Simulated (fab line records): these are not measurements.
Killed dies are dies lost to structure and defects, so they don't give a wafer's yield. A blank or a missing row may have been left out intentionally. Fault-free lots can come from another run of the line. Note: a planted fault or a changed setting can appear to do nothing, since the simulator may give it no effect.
Chamber matching :: flow sky130 :: SKY_POLY_GATE_ETCH_16 on rie-diel-02 has 4 sister chambers
The step etches Si3N4 in CH3F/O2, stops on poly-Si, time 147.5 s, target depth 75 nm. 8 wafers are shown with their chamber, then 7 later ones without.

## WAFERS WITH THEIR CHAMBER
wafer: L075.5
chamber: 2
drypump-motor-current-A (A): 6.5
bias-w (W): 79.84

wafer: L086.2
chamber: 1
drypump-motor-current-A (A): 6.3
bias-w (W): 80.14

wafer: L086.6
chamber: 3
drypump-motor-current-A (A): 5.5
bias-w (W): 80.26

wafer: L088.1
chamber: 3
drypump-motor-current-A (A): 5.5
bias-w (W): 79.60

wafer: L088.3
chamber: 1
drypump-motor-current-A (A): 6.3
bias-w (W): 79.79

wafer: L088.4
chamber: 0
drypump-motor-current-A (A): 5.1
bias-w (W): 80.29

wafer: L091.2
chamber: 0
drypump-motor-current-A (A): 5.1
bias-w (W): 80.62

wafer: L091.4
chamber: 2
drypump-motor-current-A (A): 6.4
bias-w (W): 79.85

## WAFERS MISSING THEIR CHAMBER
wafer: L091.5
drypump-motor-current-A (A): 5.1
bias-w (W): 79.85

wafer: L093.2
drypump-motor-current-A (A): 5.5
bias-w (W): 79.73

wafer: L093.3
drypump-motor-current-A (A): 6.4
bias-w (W): 80.14

wafer: L093.5
drypump-motor-current-A (A): 5.1
bias-w (W): 80.14

wafer: L096.3
drypump-motor-current-A (A): 6.3
bias-w (W): 79.96

wafer: L096.4
drypump-motor-current-A (A): 5.1
bias-w (W): 79.84

wafer: L096.5
drypump-motor-current-A (A): 5.5
bias-w (W): 80.19

## WHICH CHAMBER EACH WENT THROUGH
wafer: L091.5
from the rows above: 0
in truth: 0

wafer: L093.2
from the rows above: 3
in truth: 3

wafer: L093.3
from the rows above: can't be placed: 2 or 1
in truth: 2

wafer: L093.5
from the rows above: 0
in truth: 0

wafer: L096.3
from the rows above: 1
in truth: 1

wafer: L096.4
from the rows above: 0
in truth: 0

wafer: L096.5
from the rows above: 3
in truth: 3
Placed correctly: 6 of 7. Not placeable from these rows: 1 (in 1, the candidates include the true chamber). Wrongly placed: 0.
How it was worked out, from the rows above alone: a wafer's distance from a chamber is the root of the sum, over the readings, of the square of ((its reading less the chamber's mean) divided by the reading's scatter). If the next closest chamber is less than 2 further off than the closest, the wafer can't be placed; otherwise it belongs to the closest. A chamber's mean is the mean of its shown wafers. The scatter is the square root of a quotient: the sum, over the shown wafers, of each reading's squared deviation from its chamber's mean, divided by wafers minus chambers.
